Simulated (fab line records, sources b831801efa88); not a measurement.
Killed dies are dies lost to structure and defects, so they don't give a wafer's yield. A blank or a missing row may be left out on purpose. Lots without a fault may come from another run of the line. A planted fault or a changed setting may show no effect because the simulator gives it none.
Chamber matching | flow sky130 | SKY_POLY_GATE_ETCH_17 on rie_si-02: 4 sister chambers
The step etches poly-Si in HBr/Cl2, stops on SiO2, target depth 180 nm, time 70.5 s. 16 wafers are shown with their chamber, then 8 later ones without.

WAFERS WITH THEIR CHAMBER
wafer  | chamber | oes_product_au (a.u.) | throttle_valve_pct (%)
L999.3 | 3       | 0.976                 | 33.684
L999.4 | 2       | 0.981                 | 33.682
L999.5 | 2       | 0.980                 | 33.699
L100.1 | 2       | 0.981                 | 33.690
L100.4 | 1       | 0.978                 | 33.678
L100.6 | 3       | 0.985                 | 33.681
L101.1 | 0       | 0.983                 | 33.681
L101.2 | 1       | 0.965                 | 33.684
L101.6 | 2       | 0.978                 | 33.682
L102.1 | 1       | 0.976                 | 33.691
L102.5 | 2       | 0.991                 | 33.690
L102.6 | 1       | 0.970                 | 33.682
L106.2 | 2       | 0.972                 | 33.705
L106.3 | 0       | 0.987                 | 33.691
L106.6 | 1       | 0.970                 | 33.684
L107.2 | 2       | 0.969                 | 33.671

SIGNATURES (means of the wafers above)
reading            | chamber 0 | chamber 1 | chamber 2 | chamber 3 | scatter within a chamber
oes_product_au     | 0.98500   | 0.97180   | 0.97886   | 0.98050   | 0.00619
throttle_valve_pct | 33.68600  | 33.68380  | 33.68843  | 33.68250  | 0.00876
Rule: a wafer's distance from a chamber is the root of the sum, over the readings, of the square of ((its reading less the chamber's mean) divided by the reading's scatter). The wafer belongs to the nearest chamber; if the next one is less than 2 further off, it can't be placed. The scatter: the root of (the sum of the squares of (reading less its chamber's mean) over the shown wafers, divided by (wafers less chambers)).

WAFERS WITHOUT THEIR CHAMBER
wafer  | oes_product_au (a.u.) | throttle_valve_pct (%)
L107.4 | 0.990                 | 33.668
L107.6 | 0.984                 | 33.696
L109.2 | 0.976                 | 33.674
L109.3 | 0.986                 | 33.679
L109.5 | 0.986                 | 33.677
L122.2 | 0.999                 | 33.681
L122.3 | 1.006                 | 33.686
L122.5 | 0.995                 | 33.693

WHICH CHAMBER EACH WENT THROUGH
wafer  | from the rows above               | in truth
L107.4 | can't be placed: 0 or 3 or 2 or 1 | 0
L107.6 | can't be placed: 0 or 2 or 3 or 1 | 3
L109.2 | can't be placed: 3 or 1 or 2 or 0 | 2
L109.3 | can't be placed: 0 or 3 or 2 or 1 | 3
L109.5 | can't be placed: 0 or 3 or 2 or 1 | 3
L122.2 | can't be placed: 0 or 3 or 2      | 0
L122.3 | can't be placed: 0 or 3 or 2      | 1
L122.5 | can't be placed: 0 or 3 or 2      | 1
Placed correctly: 0 of 8. Can't be placed from these rows: 8 (the true chamber is among the candidates in 6). Placed wrongly: 0.
